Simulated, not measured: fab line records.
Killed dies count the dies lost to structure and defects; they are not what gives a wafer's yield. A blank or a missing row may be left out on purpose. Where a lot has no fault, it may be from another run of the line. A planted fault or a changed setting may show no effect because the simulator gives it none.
A struck lot beside a sound one | flow sfqLine | 15 out of 325 route steps
Sound: the wafers L127.2, L127.3, L127.6. Struck: wafers L122.2, L122.3 (left out: L122.4, a lot-mate that was not struck); the cause follows at the end.
Per side, at each step with rows, come the tool, then ch with its chambers, and then its first start. Under that, the readings that differ: sound wafers | struck wafers | difference of the means | sigmas: that difference in standard deviations of wafers without a fault.
alike: words and numbers the same on both sides, and readings whose means are apart by under 2 such deviations; not compared: readings that were withheld, readings missing a value for some wafer, numbers with overlapping values and no deviation given by the record, and bounds like >300 which may hide the same value.
Wherever a step has rows on one side only, a row that says differs or no value, or a row with sigmas, the two part there. When numbers do not overlap yet have no deviation, they are printed without sigmas and do not part them. Lack of a reading on every wafer of one side parts them only where that side has two or more wafers.

SFQ_TRILAYER_L0_BARC_OPEN_METAL_ETCH_010: etches BARC in O2, target depth 125 nm, time 41.7 s.
  sound on rieMetal-01 ch 0,1, day 9 22:32; struck on rieMetal-01 ch 0,1, day 8 20:08
  alike: drypumpMotorCurrentA, oesProductAu
  not compared: rfHoursCounterH
SFQ_TRILAYER_L0_ETCH_METAL_ETCH_008: etches MoNx KI in SF6/O2, stops on SiO2, target depth 50 nm, time 25 s.
  sound on rieMetal-01 ch 0,1, day 9 22:35; struck on rieMetal-01 ch 0,1, day 8 20:11
  alike: drypumpMotorCurrentA, oesProductAu
  not compared: rfHoursCounterH
SFQ_TRILAYER_L0_STRIP_STRIP_009: strips in O2.
  sound on rieMetal-01 ch 0,1, day 9 22:38; struck on rieMetal-01 ch 0,1, day 8 20:14
  alike: drypumpMotorCurrentA, oesProductAu, platenTempC
  not compared: rfHoursCounterH
then, 1 step without rows for these wafers: SFQ_TRILAYER_L0_STRIP_SOLV_CLEAN_010 (cleans in NMP, time 600 s).
SFQ_TRILAYER_L0_CAP_PECVD_011: deposits SiO2 from SiH4/N2O, time 13.333 s, target thk 60 nm.
  sound on pecvd-04 ch 1,2, day 9 23:25; struck on pecvd-03 ch 1,2, day 8 21:01
  alike: heaterPowerW, throttleValvePct
  not compared: sinceWetCleanH
then, 6 steps without rows for these wafers: SFQ_TRILAYER_L0_VIA_LITHO_COAT_018 (resist thk 62 nm); SFQ_TRILAYER_L0_VIA_LITHO_COAT_013 (resist thk 650 nm); SFQ_TRILAYER_L0_VIA_LITHO_SOFTBAKE_017; SFQ_TRILAYER_L0_VIA_LITHO_EXPOSE_014 (exposes mask L0V, target cd 700 nm); SFQ_TRILAYER_L0_VIA_LITHO_PEB_016 (peb time 60 s); SFQ_TRILAYER_L0_VIA_LITHO_DEVELOP_015 (time 60 s).
-- the record jumps here: 4 days lie between the struck wafers' starts before and after --
SFQ_L0V_OVL_MEAS_903:
  sound on overlay-01 at day 14 07:20; struck on overlay-01 at day 13 00:14
  alike: L0V_OVL
SFQ_TRILAYER_L0_VIA_BARC_OPEN_VIA_ETCH_021: etches BARC in O2, target depth 125 nm, time 41.7 s.
  sound on rieDiel-04 ch 0,1, day 14 07:22; struck on rieDiel-01 ch 2,3, day 13 00:16
reading                                                | sound             | struck      | difference | sigmas
model.KrF_of_TRILAYER_L0_VIA_LITHO_COAT_013.thkNm (nm) | 575.3 573.5 571.8 | 591.1 587.9 | +16.0      | 
  alike: drypumpMotorCurrentA, oesProductAu
  not compared: rfHoursCounterH
SFQ_TRILAYER_L0_VIA_ETCH_VIA_ETCH_016: etches SiO2 in CHF3, stops on MoNx KI, target depth 80 nm.
  sound on rieDiel-04 ch 0,1, day 14 07:25; struck on rieDiel-01 ch 2,3, day 13 00:18
reading                                                | sound             | struck      | difference | sigmas
model.KrF_of_TRILAYER_L0_VIA_LITHO_COAT_013.thkNm (nm) | 561.7 559.7 558.2 | 576.9 573.8 | +15.5      | 
  alike: drypumpMotorCurrentA, oesProductAu
SFQ_TRILAYER_L0_VIA_STRIP_STRIP_017: strips in O2.
  sound on rieMetal-04 ch 0,1, day 14 07:28; struck on rieMetal-04 ch 1, day 13 00:21
  alike: drypumpMotorCurrentA, oesProductAu, platenTempC
  not compared: rfHoursCounterH

## WHERE THEY PART
Nowhere in this record.

WHY: the cause the simulator had injected
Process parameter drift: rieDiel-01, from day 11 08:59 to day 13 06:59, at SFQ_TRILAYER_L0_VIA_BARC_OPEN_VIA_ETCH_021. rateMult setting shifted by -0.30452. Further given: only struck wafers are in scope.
